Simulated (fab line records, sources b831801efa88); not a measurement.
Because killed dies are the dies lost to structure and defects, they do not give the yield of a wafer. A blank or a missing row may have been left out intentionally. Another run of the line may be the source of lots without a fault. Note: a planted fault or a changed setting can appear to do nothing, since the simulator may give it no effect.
2 desks, one fault / flow gf180mcu / each desk has only its own numbers; what lay behind them comes last

== FOR THE TOOL OWNER'S DESK: implanter-03 ==
The tool's own readings at GF_VT_IMPLANT_IMPLANT_19: means of the sampled wafers that have a number, for each lot that ran on this tool. Any lot whose mean is over 4 standard deviations away from the usual mean is out of limits and marked OUT; that distance is given in the brackets.
Columns: A = beam_energy_keV at GF_VT_IMPLANT_IMPLANT_19, usual 99.997
lot=L367; first seen here=day 6 17:40; A=100.011
lot=L369; first seen here=day 7 15:19; A=100.007
lot=L375; first seen here=day 8 22:26; A=99.953
lot=L376; first seen here=day 9 02:01; A=99.992
lot=L383; first seen here=day 11 00:25; A=100.014
lot=L384; first seen here=day 11 07:04; A=99.991
lot=L385; first seen here=day 11 14:10; A=99.963
Finding of this desk: none of the 7 lots has anything out of limits.

== THE METROLOGY DESK ==
Lot by lot, what the gauges showed, no matter which tool ran the lot: averages of those sampled wafers that carry a number. Any lot whose mean is over 4 standard deviations away from the usual mean is out of limits and marked OUT; that distance is given in the brackets.
Columns: A = VT_IMPLANT_2_TW at GF_VT_IMPLANT_TW_MEAS_21, usual 1226; B = LVPWELL_RS at GF_VT_IMPLANT_RS_MEAS_48, usual 1195 ohm/sq; C = MVPSD_RS at GF_VT_IMPLANT_RS_MEAS_49, usual 1168 ohm/sq
lot=L366; first seen here=day 6 11:53; A=1233; B=1198; C=1168
lot=L367; first seen here=day 6 17:55; A=1219; B=1190; C=1168
lot=L368; first seen here=day 7 05:25; A=1238; B=1190; C=1167
lot=L369; first seen here=day 7 15:34; A=1236; B=1196; C=1168
lot=L370; first seen here=day 7 16:17; A=1224; B=1200; C=1167
lot=L373; first seen here=day 8 12:42; A=1224; B=1195; C=1165
lot=L375; first seen here=day 8 22:41; A=1225; B=1197; C=1165
lot=L376; first seen here=day 9 02:14; A=1226; B=1200; C=1165
lot=L379; first seen here=day 10 00:35; A=1229; B=1194; C=1168
lot=L383; first seen here=day 11 00:38; A=1195 (-4.7) OUT; B=1198; C=1164
lot=L384; first seen here=day 11 07:19; A=1215; B=1193; C=1168
lot=L385; first seen here=day 11 14:23; A=1207; B=1198; C=1172
lot=L388; first seen here=day 12 13:36; A=1222; B=1196; C=1165
This desk finds L383 out of limits, with the earliest case on L383 at day 11 00:38 (VT_IMPLANT_2_TW at GF_VT_IMPLANT_TW_MEAS_21). Within limits: L366, L367, L368, L369, L370, L373, L375, L376, L379, L384, L385, L388.

== PUT TOGETHER ==
L383 would have let the metrology desk raise an alarm at day 11 00:38.
Nothing out of limits was seen by the tool owner's desk.
The tool owner's desk has L383 on record, within its limits.
All the named lots went through GF_VT_IMPLANT_IMPLANT_19 on implanter-03.

== WHAT HAD BEEN PUT IN BY THE SIMULATOR ==
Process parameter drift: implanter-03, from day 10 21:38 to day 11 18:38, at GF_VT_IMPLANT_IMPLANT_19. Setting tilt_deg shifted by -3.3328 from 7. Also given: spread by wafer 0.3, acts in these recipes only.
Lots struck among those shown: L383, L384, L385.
Per desk, hours elapsed from the start of the fault to the first reading out of limits: for the metrology desk, 3.
